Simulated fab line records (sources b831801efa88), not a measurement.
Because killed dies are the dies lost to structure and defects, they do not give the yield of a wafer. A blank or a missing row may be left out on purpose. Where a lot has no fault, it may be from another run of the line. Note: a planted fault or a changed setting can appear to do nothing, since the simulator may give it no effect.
Struck lot and sound lot, side by side / flow gf180mcu / 21 steps out of a route of 602
Sound: the wafers L909.2, L909.3, L909.4. Struck: wafers L917.2, L917.4, L917.6. The cause is named last.
Order at every step that has rows: each side's tool, ch and its chambers, its first start. Under that, the readings that differ: sound wafers / struck wafers / difference of the means / sigmas: that difference in standard deviations of wafers without a fault.
alike: a reading whose means differ by less than 2 such deviations, as well as words and numbers matching on both sides. not compared: withheld readings; readings where some wafer has no value; bounds like >300 that might hide an equal value; numbers whose values overlap and for which the record gives no deviation.
Wherever a step has rows on one side only, a row that says differs or no value, or a row with sigmas, the two part there. Numbers that have no deviation but don't overlap get no sigmas and don't part them. A reading missing from all wafers of one side parts the sides only when that side holds two or more wafers.

first, 2 steps without rows for these wafers: GF_M5_CLEAN_13 (cleans in DIW); GF_V5_CVD_00 (deposits SiO2, target thk 300 nm, time 50 s).
GF_V5_THK_MEAS_01:
  sound on film_metro-02, day 29 03:16; struck on film_metro-02, day 31 04:47
  alike: V5_CVD_00_THK
GF_V5_CVD_02: deposits SiO2 from TEOS, target thk 1450 nm, time 163.28 s.
  sound on pecvd-01 ch 0,1,2, day 29 03:19; struck on pecvd-02 ch 0,2, day 31 04:50
  alike: heater_power_outer_w, heater_power_w
GF_V5_THK_MEAS_03:
  sound on film_metro-04, day 29 03:27; struck on film_metro-03, day 31 04:58
  alike: V5_CVD_02_THK
GF_V5_CMP_04: polishes SiO2.
  sound on cmp-02 ch 1,2,3, day 29 03:33; struck on cmp-01 ch 0,1,2, day 31 05:04
  alike: edge_zone_pressure_frac, motor_current_A, retaining_ring_pressure_frac
GF_V5_BOW_MEAS_05:
  sound on film_metro-03, day 29 03:49; struck on film_metro-04, day 31 05:22
  alike: V5_BOW
then, 5 steps without rows for these wafers: GF_V5_DEHYDRATE_06 (time 60 s); GF_V5_HMDS_07 (prime time 60 s); GF_V5_COAT_08; GF_V5_COAT_09 (resist thk 1000 nm); GF_V5_SOFTBAKE_10 (time 60 s).
GF_V5_EXPOSE_11: exposes mask Via5, target cd 260 nm.
  sound on krf_scanner-02 ch 0, day 29 13:17; struck on krf_scanner-02 ch 0, day 31 14:25
reading=exposure_dose_mJ_cm2; sound=38.44 38.48 38.48; struck=37.42 37.43 37.35; difference=-1.07; sigmas=-22
  alike: mask, focus_offset_nm
then, 2 steps without rows for these wafers: GF_V5_PEB_12 (peb time 90 s); GF_V5_DEVELOP_13 (develop time 60 s).
GF_V5_CD_MEAS_14: the cd target is 260 nm.
  sound on cd_sem-01, day 29 22:45; struck on cd_sem-01, day 31 22:55
reading=cd_nm (nm); sound=259.2 259.0 259.0; struck=255.7 254.2 255.4; difference=-4.0; sigmas=-3
GF_V5_OVL_MEAS_15:
  sound on overlay-02, day 29 22:52; struck on overlay-02, day 31 23:01
  alike: V5_OVL
GF_V5_ETCH_16: etches BARC in N2/H2.
  sound on rie_diel-04 ch 0,1,3, day 29 22:53; struck on rie_diel-01 ch 1,2,3, day 31 23:03
reading=model.V5.cd_nm (nm); sound=258.8 259.3 258.7; struck=255.2 253.9 254.8; difference=-4.3; sigmas=
  alike: drypump_motor_current_A, oes_product_au, throttle_valve_pct
GF_V5_ETCH_17: etches SiO2 in C4F8/O2/Ar, stops on TiN, target depth 855 nm.
  sound on rie_diel-04 ch 0,1,3; struck on rie_diel-01 ch 1,2,3
reading=model.V5.cd_nm (nm); sound=258.8 258.9 258.5; struck=253.9 252.6 254.2; difference=-5.2; sigmas=
  alike: oes_product_au
GF_V5_STRIP_18: strips in O2/N2.
  sound on plasma_asher-04 ch 0,1, day 29 23:02; struck on plasma_asher-03 ch 1, day 31 23:13
  alike: drypump_motor_current_A, heater_power_w, oes_product_au
  not compared: rf_hours_counter_h
GF_PASSIVATION_PROBE_99:
  record: rows for the struck wafers here (prober-01, day 33 12:46), none for the sound ones

## WHERE THEY PART
Earliest at GF_V5_EXPOSE_11; latest, in this record, at GF_PASSIVATION_PROBE_99.

WHY: what had been put in by the simulator
Drift in process parameters on krf_scanner-02 at GF_V5_EXPOSE_11, starting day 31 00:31. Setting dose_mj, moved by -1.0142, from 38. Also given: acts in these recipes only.
